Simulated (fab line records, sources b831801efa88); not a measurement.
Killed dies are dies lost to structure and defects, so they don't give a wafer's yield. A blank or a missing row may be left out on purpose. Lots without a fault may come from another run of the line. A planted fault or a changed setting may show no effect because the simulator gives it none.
A struck lot beside a sound one | flow sky130 | 43 steps out of a route of 708
Sound: wafers L818.4, L818.5, L818.6. Struck: wafers L829.2, L829.3, L829.4. The cause comes at the end.
At each step with rows: each side's tool, then ch and its chambers, then its first start. Under that, the readings that differ: sound wafers | struck wafers | difference of the means | sigmas: that difference in standard deviations of wafers without a fault.
alike: readings whose means differ by less than 2 such deviations, and words and numbers that are the same on both sides. not compared: withheld readings, readings that some wafer has no value for, bounds like >300 that may hide the same value, and numbers for which the record gives no deviation and whose values overlap.
The two part at a step that has a row with sigmas, a row that says differs or no value, or rows on one side only. Numbers that don't overlap but have no deviation are shown without sigmas and don't part them. A reading that every wafer of one side lacks parts them only if that side has two wafers or more.

first, 3 steps without rows for these wafers: SKY_GATE_OXIDE_CLEAN_15 (cleans in SC1/SC2, time 150 s); SKY_GATE_OXIDE_OXIDATION_16 (stabilise 600 s, purge 300 s, target thk 3.57 nm); SKY_POLY_GATE_CVD_00 (deposits poly-Si, target thk 180 nm, time 720 s).
SKY_POLY_GATE_THK_MEAS_01:
  sound on film_metro-04, day 15 03:57; struck on film_metro-04, day 19 05:14
  alike: POLY_GATE_CVD_00_THK
then, 8 steps without rows for these wafers: SKY_RES_PROTECT_DEHYDRATE_00 (time 60 s); SKY_RES_PROTECT_HMDS_01 (prime time 60 s); SKY_RES_PROTECT_COAT_02 (resist thk 1140 nm); SKY_RES_PROTECT_SOFTBAKE_03 (time 60 s); SKY_RES_PROTECT_EXPOSE_04 (exposes mask RPM, target cd 1270 nm); SKY_RES_PROTECT_PEB_05; SKY_RES_PROTECT_DEVELOP_06 (develop time 60 s); SKY_POLY_GATE_IMPLANT_02.
SKY_RES_PROTECT_STRIP_07: strips in O2/N2.
  sound on plasma_asher-02 ch 0,1, day 16 06:59; struck on plasma_asher-03 ch 0,1, day 20 10:48
  alike: drypump_motor_current_A, oes_product_au, strip_time_to_endpoint_s
  not compared: rf_hours_counter_h
SKY_RES_PROTECT_TW_MEAS_08:
  sound on film_metro-03, day 16 07:05; struck on film_metro-03, day 20 10:55
  alike: POLY_GATE_TW
then, 2 steps without rows for these wafers: SKY_RES_PROTECT_CLEAN_09 (cleans in SC1/SC2, time 150 s); SKY_POLY_GATE_CVD_03 (deposits Si3N4 from DCS/NH3, target thk 75 nm, time 1290 s).
SKY_POLY_GATE_THK_MEAS_04:
  sound on film_metro-04, day 16 08:33; struck on film_metro-04, day 20 12:23
  alike: POLY_GATE_CVD_03_THK
then, 8 steps without rows for these wafers: SKY_POLY_GATE_DEHYDRATE_05 (time 60 s); SKY_POLY_GATE_HMDS_06 (prime time 60 s); SKY_POLY_GATE_COAT_07 (resist thk 110 nm); SKY_POLY_GATE_COAT_08 (resist thk 450 nm); SKY_POLY_GATE_SOFTBAKE_09 (time 90 s); SKY_POLY_GATE_EXPOSE_10 (exposes mask P1M, target cd 150 nm); SKY_POLY_GATE_PEB_11; SKY_POLY_GATE_DEVELOP_12 (develop time 60 s).
SKY_POLY_GATE_CD_MEAS_13: target cd 150 nm.
  sound on cd_sem-01, day 17 13:59; struck on cd_sem-01, day 21 19:55
  alike: cd_nm
SKY_POLY_GATE_OVL_MEAS_14:
  sound on overlay-01, day 17 14:04; struck on overlay-02, day 21 20:02
  alike: POLY_GATE_OVL
SKY_POLY_GATE_ETCH_15: etches BARC in N2/H2, stops on SiO2, time 118.5 s, target depth 110 nm.
  sound on rie_diel-03 ch 0,2,3, day 17 14:05; struck on rie_diel-02 ch 0,2, day 21 20:04
  alike: bias_w, drypump_motor_current_A, oes_product_au, throttle_valve_pct
  not compared: rf_hours_counter_h
SKY_POLY_GATE_ETCH_16: etches Si3N4 in CH3F/O2, stops on poly-Si, time 147.5 s, target depth 75 nm.
  sound on rie_diel-03 ch 0,2,3, day 17 14:10; struck on rie_diel-02 ch 0,2, day 21 20:08
  alike: bias_w, ch3f_flow_sccm, drypump_motor_current_A, oes_product_au, throttle_valve_pct
  not compared: rf_hours_counter_h
SKY_POLY_GATE_ETCH_17: etches poly-Si in HBr/Cl2, stops on SiO2, target depth 180 nm, time 70.5 s.
  sound on rie_si-02 ch 0,1,3, day 17 14:16; struck on rie_si-01 ch 0,1,3, day 21 20:14
  alike: bias_w, drypump_motor_current_A, oes_product_au, throttle_valve_pct
  not compared: rf_hours_counter_h
SKY_POLY_GATE_STRIP_18: strips in O2/N2.
  sound on plasma_asher-04 ch 0,1, day 17 14:21; struck on plasma_asher-02 ch 0,1, day 21 20:18
  reading                     | sound       | struck      | difference | sigmas
  drypump_motor_current_A (A) | 6.5 6.4 6.5 | 5.7 5.4 5.7 | -0.9       | -2
  alike: oes_product_au, strip_time_to_endpoint_s
  not compared: rf_hours_counter_h
then, 2 steps without rows for these wafers: SKY_POLY_GATE_CLEAN_19 (cleans in SC1/SC2, time 150 s); SKY_POLY_GATE_OXIDATION_20 (stabilise 600 s, purge 300 s, target thk 4 nm).
SKY_POLY_GATE_THK_MEAS_21:
  sound on film_metro-02, day 17 16:39; struck on film_metro-02, day 21 21:43
  alike: POLY_GATE_OXIDATION_THK
SKY_POLY_GATE_CD_MEAS_22:
  sound on cd_sem-01, day 17 16:46; struck on cd_sem-01, day 21 21:48
  alike: cd_nm
then, 7 steps without rows for these wafers: SKY_LDD_N_DEHYDRATE_00 (time 60 s); SKY_LDD_N_HMDS_01 (prime time 60 s); SKY_LDD_N_COAT_02 (resist thk 300 nm); SKY_LDD_N_SOFTBAKE_03 (time 60 s); SKY_LDD_N_EXPOSE_04 (exposes mask NTM, target cd 840 nm); SKY_LDD_N_PEB_05; SKY_LDD_N_DEVELOP_06 (develop time 60 s).
-- the record jumps here: 27 days lie between the struck wafers' starts before and after (it left off in module LDD_N and takes up again in module PAD_OPEN, whose first step shown is number 708 of the route) --
SKY_PAD_OPEN_PROBE_99:
  the record has rows for the struck wafers here (prober-02, day 49 05:40) and none for the sound ones

WHERE THEY PART
First at SKY_POLY_GATE_STRIP_18; last, within this record, at SKY_PAD_OPEN_PROBE_99.

WHY: what the simulator had put in
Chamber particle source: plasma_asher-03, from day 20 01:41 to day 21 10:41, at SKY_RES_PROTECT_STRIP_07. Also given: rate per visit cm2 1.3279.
